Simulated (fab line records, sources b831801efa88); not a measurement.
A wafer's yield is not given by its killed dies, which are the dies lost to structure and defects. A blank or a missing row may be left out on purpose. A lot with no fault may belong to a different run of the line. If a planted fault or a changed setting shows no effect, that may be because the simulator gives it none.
Which tool is to blame?    flow gf180mcu    12 lots with 36 wafers sampled at 2 steps, on a route of 602 steps

## WHAT EACH GAUGE READ, for each wafer
GF_VT_IMPLANT_TW_MEAS_43. Usual: VT_IMPLANT_4_TW typically reads 697, with standard deviation 7.
lot   measured      on             VT_IMPLANT_4_TW  flag
L155  day 8 00:58   film_metro-02  697 696 693      
L156  day 8 09:01   film_metro-03  692 690 691      
L158  day 8 19:19   film_metro-04  706 705 703      
L159  day 8 23:13   film_metro-02  699 696 694      
L160  day 9 05:22   film_metro-02  690 690 693      
L162  day 9 21:52   film_metro-04  705 703 705      
L163  day 10 09:42  film_metro-03  691 691 690      
L164  day 10 10:01  film_metro-03  690 690 689      
L173  day 12 23:07  film_metro-02  696 690 695      
L174  day 13 04:58  film_metro-02  692 693 690      
L175  day 13 12:04  film_metro-04  703 707 707      
L177  day 14 00:49  film_metro-04  702 701 702      

## EACH LOT AND THE TOOL THAT RAN IT (in order: tool; ch and the chambers of the sampled wafers; start)
lot   GF_VT_IMPLANT_STRIP_20
L155  plasma_asher-03 ch 0,1, day 6 17:16
L156  plasma_asher-03 ch 0,1, day 7 00:13
L158  plasma_asher-02 ch 0,1, day 7 11:24
L159  plasma_asher-03 ch 0,1, day 7 13:53
L160  plasma_asher-02 ch 0,1, day 7 20:01
L162  plasma_asher-02 ch 0,1, day 8 11:14
L163  plasma_asher-02 ch 0,1, day 8 22:25
L164  plasma_asher-03 ch 0,1, day 8 23:15
L173  plasma_asher-03 ch 0,1, day 11 07:22
L174  plasma_asher-01 ch 0,1, day 11 13:42
L175  plasma_asher-02 ch 0,1, day 11 19:54
L177  plasma_asher-02 ch 0,1, day 12 08:10
- GF_VT_IMPLANT_STRIP_20: strips in O2/N2.

## WHAT THE TOOLS THEMSELVES READ (means of the sampled wafers that have a number; where no wafer has one, the mark that the record gives instead)
GF_VT_IMPLANT_STRIP_20. Usual: drypump_motor_current_A 5.4 A, standard deviation 0.57; heater_power_w 340 W, standard deviation 22; oes_product_au 0.716 a.u., standard deviation 0.0045; strip_time_to_endpoint_s 12.622 s, standard deviation 0.029.
lot   tool             drypump_motor_current_A (A)  heater_power_w (W)  oes_product_au (a.u.)  strip_time_to_endpoint_s (s)  flag
L155  plasma_asher-03  6.0                          315                 0.714                  12.622                        
L156  plasma_asher-03  5.7                          320                 0.715                  12.659                        
L158  plasma_asher-02  4.8                          346                 0.713                  12.610                        
L159  plasma_asher-03  6.0                          317                 0.716                  12.615                        
L160  plasma_asher-02  4.9                          354                 0.715                  12.627                        
L162  plasma_asher-02  4.9                          351                 0.717                  12.600                        
L163  plasma_asher-02  4.9                          352                 0.720                  12.626                        
L164  plasma_asher-03  5.7                          322                 0.714                  12.661                        
L173  plasma_asher-03  6.0                          316                 0.715                  12.682                        
L174  plasma_asher-01  5.4                          368                 0.717                  12.594                        
L175  plasma_asher-02  4.8                          352                 0.720                  12.604                        
L177  plasma_asher-02  4.8                          346                 0.718                  12.605                        

## THE ANSWER, worked out from the rows above alone
Rule: take the mean of a lot's wafers that have a number; if it is more than 3 standard deviations from the usual mean, the lot is off. Also off: a lot with no number at a reading for which 4 or more lots have one. Any other lot the step has rows for is counted as sound. The gauges are gone through in route order, then the tools' own readings, and for those a lot's mean is taken as printed above. At the first step where some lot is off, the reading lying furthest off is the one used; lots without a number count as furthest.
No lot is off on any of the readings shown, so nothing can be concluded from this.

## WHAT THE SIMULATOR HAD INSERTED
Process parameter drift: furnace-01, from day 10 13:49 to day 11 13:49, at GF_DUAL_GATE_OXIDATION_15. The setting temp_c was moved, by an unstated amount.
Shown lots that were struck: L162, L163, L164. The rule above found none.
